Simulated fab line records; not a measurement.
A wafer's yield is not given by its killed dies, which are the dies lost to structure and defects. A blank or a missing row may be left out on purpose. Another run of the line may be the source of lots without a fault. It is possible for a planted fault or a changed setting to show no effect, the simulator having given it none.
Which tool is to blame? :: flow gf180mcu :: Sampling: 14 lots, 42 wafers, 4 of 602 route steps

WHAT THE GAUGES READ, wafer by wafer
GF_M5_CD_MEAS_07: target cd 280 nm. Usual: 280.2 nm for cdNm, sd 0.99.
lot: L232
measured: day 26 00:23
on: cdSem-01
cdNm (nm): 278.6 278.5 280.7
flag: 

lot: L234
measured: day 26 15:43
on: cdSem-02
cdNm (nm): 279.8 280.0 279.3
flag: 

lot: L235
measured: day 27 06:40
on: cdSem-02
cdNm (nm): 281.1 281.8 281.7
flag: 

lot: L237
measured: day 28 00:18
on: cdSem-01
cdNm (nm): 281.0 278.7 280.5
flag: 

lot: L238
measured: day 28 04:40
on: cdSem-01
cdNm (nm): 281.3 280.7 280.1
flag: 

lot: L239
measured: day 28 08:31
on: cdSem-01
cdNm (nm): 279.4 280.3 280.5
flag: 

lot: L240
measured: day 28 20:18
on: cdSem-02
cdNm (nm): 282.4 282.4 282.4
flag: 

lot: L241
measured: day 28 20:26
on: cdSem-01
cdNm (nm): 279.3 279.6 278.8
flag: 

lot: L242
measured: day 29 06:19
on: cdSem-02
cdNm (nm): 278.6 279.2 280.6
flag: 

lot: L243
measured: day 29 14:46
on: cdSem-02
cdNm (nm): 281.6 281.9 281.2
flag: 

lot: L244
measured: day 29 18:57
on: cdSem-01
cdNm (nm): 280.6 281.4 279.9
flag: 

lot: L245
measured: day 30 09:49
on: cdSem-02
cdNm (nm): 278.8 279.5 279.3
flag: 

lot: L246
measured: day 30 12:12
on: cdSem-01
cdNm (nm): 280.2 282.7 281.2
flag: 

lot: L247
measured: day 30 15:03
on: cdSem-02
cdNm (nm): 280.0 279.4 280.4
flag: 

GF_V5_THK_MEAS_01. Usual: V5_CVD_00_THK gives 301.7 nm (standard deviation 2.7).
lot: L232
measured: day 26 01:20
on: filmMetro-02
V5_CVD_00_THK (nm): 299.3 299.5 300.9
flag: 

lot: L234
measured: day 26 16:40
on: filmMetro-04
V5_CVD_00_THK (nm): 303.8 301.7 303.2
flag: 

lot: L235
measured: day 27 07:32
on: filmMetro-03
V5_CVD_00_THK (nm): 301.2 300.3 302.0
flag: 

lot: L237
measured: day 28 01:13
on: filmMetro-02
V5_CVD_00_THK (nm): 306.1 304.7 305.4
flag: 

lot: L238
measured: day 28 05:32
on: filmMetro-02
V5_CVD_00_THK (nm): 302.1 305.4 302.6
flag: 

lot: L239
measured: day 28 09:23
on: filmMetro-04
V5_CVD_00_THK (nm): 301.0 302.5 298.9
flag: 

lot: L240
measured: day 28 21:31
on: filmMetro-02
V5_CVD_00_THK (nm): 299.2 299.2 299.1
flag: 

lot: L241
measured: day 28 21:18
on: filmMetro-02
V5_CVD_00_THK (nm): 307.5 305.7 302.3
flag: 

lot: L242
measured: day 29 07:12
on: filmMetro-04
V5_CVD_00_THK (nm): 298.5 298.9 305.2
flag: 

lot: L243
measured: day 29 15:40
on: filmMetro-04
V5_CVD_00_THK (nm): 301.6 302.4 302.8
flag: 

lot: L244
measured: day 29 19:49
on: filmMetro-04
V5_CVD_00_THK (nm): 299.0 301.8 302.8
flag: 

lot: L245
measured: day 30 10:41
on: filmMetro-03
V5_CVD_00_THK (nm): 294.8 299.4 299.4
flag: 

lot: L246
measured: day 30 13:04
on: filmMetro-03
V5_CVD_00_THK (nm): 302.1 307.0 300.4
flag: 

lot: L247
measured: day 30 15:59
on: filmMetro-02
V5_CVD_00_THK (nm): 304.5 304.6 305.5
flag: 

GF_V5_CD_MEAS_14: target cd 260 nm. Usual: 260.1 nm for cdNm, sd 1.2.
lot: L232
measured: day 26 21:59
on: cdSem-01
cdNm (nm): 259.1 257.6 259.0
flag: 

lot: L234
measured: day 27 13:54
on: cdSem-02
cdNm (nm): 259.4 259.1 259.9
flag: 

lot: L235
measured: day 28 03:29
on: cdSem-02
cdNm (nm): 262.5 262.0 261.4
flag: 

lot: L237
measured: day 28 20:45
on: cdSem-02
cdNm (nm): 260.4 258.7 258.7
flag: 

lot: L238
measured: day 29 01:28
on: cdSem-02
cdNm (nm): 259.8 259.4 259.7
flag: 

lot: L239
measured: day 29 05:13
on: cdSem-02
cdNm (nm): 260.2 259.8 260.5
flag: 

lot: L240
measured: day 29 16:45
on: cdSem-01
cdNm (nm): 260.7 260.1 260.2
flag: 

lot: L241
measured: day 29 16:47
on: cdSem-02
cdNm (nm): 259.6 259.5 260.7
flag: 

lot: L242
measured: day 30 02:28
on: cdSem-01
cdNm (nm): 262.7 261.4 260.4
flag: 

lot: L243
measured: day 30 10:55
on: cdSem-02
cdNm (nm): 261.5 260.8 261.7
flag: 

lot: L244
measured: day 30 14:42
on: cdSem-02
cdNm (nm): 260.6 260.6 261.2
flag: 

lot: L245
measured: day 31 05:04
on: cdSem-02
cdNm (nm): 258.1 258.7 258.4
flag: 

lot: L246
measured: day 31 07:03
on: cdSem-02
cdNm (nm): 259.7 259.8 259.5
flag: 

lot: L247
measured: day 31 08:57
on: cdSem-01
cdNm (nm): 260.0 260.5 260.8
flag: 

EACH LOT AND THE TOOL THAT RAN IT (in order: tool; ch and the chambers of the sampled wafers; start)
lot: L232
GF_V5_CMP_04: cmp-02 ch 0,2,3, day 26 01:38

lot: L234
GF_V5_CMP_04: cmp-02 ch 0,1,2, day 26 17:23

lot: L235
GF_V5_CMP_04: cmp-01 ch 0,2,3, day 27 07:48

lot: L237
GF_V5_CMP_04: cmp-02 ch 1,3, day 28 01:26

lot: L238
GF_V5_CMP_04: cmp-01 ch 0,2,3, day 28 05:53

lot: L239
GF_V5_CMP_04: cmp-01 ch 1,2,3, day 28 09:37

lot: L240
GF_V5_CMP_04: cmp-01 ch 0,1,2, day 28 21:45

lot: L241
GF_V5_CMP_04: cmp-02 ch 1,2, day 28 21:31

lot: L242
GF_V5_CMP_04: cmp-02 ch 0,1,2, day 29 07:25

lot: L243
GF_V5_CMP_04: cmp-02 ch 0,1,3, day 29 15:53

lot: L244
GF_V5_CMP_04: cmp-02 ch 1,3, day 29 20:02

lot: L245
GF_V5_CMP_04: cmp-02 ch 0,2,3, day 30 11:01

lot: L246
GF_V5_CMP_04: cmp-02 ch 1,2,3, day 30 13:26

lot: L247
GF_V5_CMP_04: cmp-02 ch 1,2,3, day 30 16:20
- GF_V5_CMP_04: polishes SiO2.

WHAT THE TOOLS THEMSELVES READ (means of the sampled wafers that have a number; where no wafer has one, the mark that the record gives instead)
GF_V5_CMP_04. Usual: motorCurrentA 12.1 A, standard deviation 1.1; platenRpm 59.99 rpm, standard deviation 0.039; retainingRingPressureFrac 1.000, standard deviation 0.0049.
lot: L232
tool: cmp-02
motorCurrentA (A): 11.8
platenRpm (rpm): 59.96
retainingRingPressureFrac: 0.998
flag: 

lot: L234
tool: cmp-02
motorCurrentA (A): 12.4
platenRpm (rpm): 59.95
retainingRingPressureFrac: 0.998
flag: 

lot: L235
tool: cmp-01
motorCurrentA (A): 11.9
platenRpm (rpm): 60.00
retainingRingPressureFrac: 1.001
flag: 

lot: L237
tool: cmp-02
motorCurrentA (A): 13.2
platenRpm (rpm): 60.00
retainingRingPressureFrac: 1.000
flag: 

lot: L238
tool: cmp-01
motorCurrentA (A): 11.7
platenRpm (rpm): 60.01
retainingRingPressureFrac: 0.996
flag: 

lot: L239
tool: cmp-01
motorCurrentA (A): 11.2
platenRpm (rpm): 60.00
retainingRingPressureFrac: 0.998
flag: 

lot: L240
tool: cmp-01
motorCurrentA (A): 12.3
platenRpm (rpm): 60.01
retainingRingPressureFrac: 1.004
flag: 

lot: L241
tool: cmp-02
motorCurrentA (A): 12.3
platenRpm (rpm): 60.01
retainingRingPressureFrac: 0.999
flag: 

lot: L242
tool: cmp-02
motorCurrentA (A): 12.6
platenRpm (rpm): 59.99
retainingRingPressureFrac: 1.005
flag: 

lot: L243
tool: cmp-02
motorCurrentA (A): 12.4
platenRpm (rpm): 60.00
retainingRingPressureFrac: 0.998
flag: 

lot: L244
tool: cmp-02
motorCurrentA (A): 12.1
platenRpm (rpm): 59.97
retainingRingPressureFrac: 0.998
flag: 

lot: L245
tool: cmp-02
motorCurrentA (A): 11.8
platenRpm (rpm): 60.02
retainingRingPressureFrac: 0.998
flag: 

lot: L246
tool: cmp-02
motorCurrentA (A): 12.3
platenRpm (rpm): 60.00
retainingRingPressureFrac: 0.999
flag: 

lot: L247
tool: cmp-02
motorCurrentA (A): 12.1
platenRpm (rpm): 60.02
retainingRingPressureFrac: 1.000
flag: 

THE ANSWER, worked out from the rows above alone
Rule: lot off if the mean of its wafers having a number is beyond 3 standard deviations from the usual mean. Also off: a lot with no number at a reading for which 4 or more lots have one. Any other lot the step has rows for is counted as sound. The gauges are gone through in route order, then the tools' own readings, and for those a lot's mean is taken as printed above. The first step at which some lot is off is used, and at that step the reading that is off furthest; a lot without a number counts as furthest.
Across all readings shown, no lot is off: no conclusion can be drawn from this.

WHAT THE SIMULATOR HAD INSERTED
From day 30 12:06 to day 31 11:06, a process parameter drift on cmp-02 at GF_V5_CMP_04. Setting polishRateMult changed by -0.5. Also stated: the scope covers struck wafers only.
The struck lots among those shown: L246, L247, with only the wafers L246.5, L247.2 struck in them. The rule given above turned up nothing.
